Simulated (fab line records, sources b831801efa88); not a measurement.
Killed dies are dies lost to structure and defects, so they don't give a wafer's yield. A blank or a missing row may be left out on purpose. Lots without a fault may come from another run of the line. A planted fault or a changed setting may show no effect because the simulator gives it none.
A struck lot beside a sound one | flow sky130 | 36 steps out of a route of 708
Sound: wafers L277.1, L277.2, L277.6. Struck: wafers L267.2, L267.6. (L267.4 of the same lot was not struck and is left out.) The cause comes at the end.
At each step with rows: each side's tool, then ch and its chambers, then its first start. Under that, the readings that differ: sound wafers | struck wafers | difference of the means | sigmas: that difference in standard deviations of wafers without a fault.
alike: readings whose means differ by less than 2 such deviations, and words and numbers that are the same on both sides. not compared: withheld readings, readings that some wafer has no value for, bounds like >300 that may hide the same value, and numbers for which the record gives no deviation and whose values overlap.
The two part at a step that has a row with sigmas, a row that says differs or no value, or rows on one side only. Numbers that don't overlap but have no deviation are shown without sigmas and don't part them. A reading that every wafer of one side lacks parts them only if that side has two wafers or more.

first, 9 steps without rows for these wafers: SKY_CAP2M_SPUTTER_02 (material TiN, target thk 200 nm, time 166.7 s); SKY_CAP2M_DEHYDRATE_05 (time 60 s); SKY_CAP2M_HMDS_06 (prime time 60 s); SKY_CAP2M_COAT_07 (resist thk 1140 nm); SKY_CAP2M_SOFTBAKE_08 (time 60 s); SKY_CAP2M_EXPOSE_09 (exposes mask CAP2M, target cd 1000 nm); SKY_CAP2M_PEB_10; SKY_CAP2M_DEVELOP_11 (develop time 60 s); SKY_CAP2M_METAL_ETCH_13 (etches TiN in Cl2/BCl3, stops on SiO2, target depth 220 nm, time 62.9 s).
SKY_CAP2M_STRIP_14: strips in O2/N2.
  sound on plasma_asher-02 ch 0,1, day 46 14:27; struck on plasma_asher-04 ch 1, day 44 01:53
  alike: drypump_motor_current_A, oes_product_au, strip_time_to_endpoint_s
  not compared: rf_hours_counter_h
then, 25 steps without rows for these wafers: SKY_CAP2M_STRIP_15 (strips in post etch residue remover, time 1200 s); SKY_CAP2M_CLEAN_16 (cleans in IPA, time 180 s); SKY_CAP2M_CLEAN_17 (cleans in O3/DIW); SKY_METAL4_DEHYDRATE_05 (time 60 s); SKY_METAL4_HMDS_06 (prime time 60 s); SKY_METAL4_COAT_07 (resist thk 60 nm); SKY_METAL4_COAT_08 (resist thk 1140 nm); SKY_METAL4_SOFTBAKE_09 (time 90 s); SKY_METAL4_EXPOSE_10 (exposes mask MM4, target cd 300 nm); SKY_METAL4_PEB_11; SKY_METAL4_DEVELOP_12 (develop time 60 s); SKY_METAL4_DESCUM_15 (chemistry O2, time 8 s); SKY_METAL4_ETCH_16 (etches BARC in N2/H2, stops on SiO2, time 88.2 s, target depth 60 nm); SKY_METAL4_ETCH_17 (etches SiO2 in C4F8/O2/Ar, stops on TiN, time 3.9 s, target depth 15 nm); SKY_METAL4_METAL_ETCH_18 (etches the open film in Cl2/BCl3, stops on SiO2, target depth 845 nm, time 183.1 s); SKY_METAL4_STRIP_19 (strips in O2/N2); SKY_METAL4_STRIP_20 (strips in post etch residue remover, time 1200 s); SKY_METAL4_CLEAN_21 (cleans in IPA, time 180 s); SKY_METAL4_CLEAN_22 (cleans in O3/DIW); SKY_VIA4_HDPCVD_00 (deposits SiO2, target thk 1750 nm, time 291.7 s); SKY_VIA4_CMP_02 (polishes SiO2); SKY_VIA4_DEHYDRATE_04 (time 60 s); SKY_VIA4_HMDS_05 (prime time 60 s); SKY_VIA4_COAT_06 (resist thk 1140 nm); SKY_VIA4_SOFTBAKE_07 (time 60 s).
-- the record jumps here: 5 days lie between the struck wafers' starts before and after (it left off in module VIA4 and takes up again in module PAD_OPEN, whose first step shown is number 708 of the route) --
SKY_PAD_OPEN_PROBE_99:
  sound on prober-01, day 50 16:10; struck on prober-02, day 48 16:56
  reading                               | sound             | struck      | difference | sigmas
  defect_limited_yield (%)              | 85.8 83.1 80.3    | 75.6 74.0   | -8.3       | -5
  killed_at_other                       | 0 0 1             | 60 62       | +61        | +99 or more
  killed_dies                           | 70 83 97          | 120 128     | +41        | +5
  sort_bin_3_pad_short (%)              | 0.4 0.8 0         | 3.0 5.1     | +3.6       | +9
  sort_bin_5_function (%)               | 8.1 9.8 13.0      | 17.3 15.2   | +5.9       | +4
  sort_n_pass                           | 422 409 395       | 372 364     | -41        | -5
  sort_yield_pct (%)                    | 85.8 83.1 80.3    | 75.6 74.0   | -8.3       | -5
  model.etest.tester.sort_n_pass        | 422 409 395       | 372 364     | -41        |
  model.etest.tester.sort_yield_pct (%) | 85.77 83.13 80.28 | 75.61 73.98 | -8.27      |
  model.etest.tester.sort_bin_5_pct (%) | 8.13 9.756 13.01  | 17.28 15.24 | +5.96      |
  model.etest.tester.sort_bin_3_pct (%) | 0.4065 0.813 0    | 3.049 5.081 | +3.659     |
  alike: killed_at_M0_to_M3, killed_at_M4_up, killed_at_contacts, killed_at_front_end, killed_open, killed_short, sort_bin_6_memory

WHERE THEY PART
Only at SKY_PAD_OPEN_PROBE_99, within this record.

WHY: what the simulator had put in
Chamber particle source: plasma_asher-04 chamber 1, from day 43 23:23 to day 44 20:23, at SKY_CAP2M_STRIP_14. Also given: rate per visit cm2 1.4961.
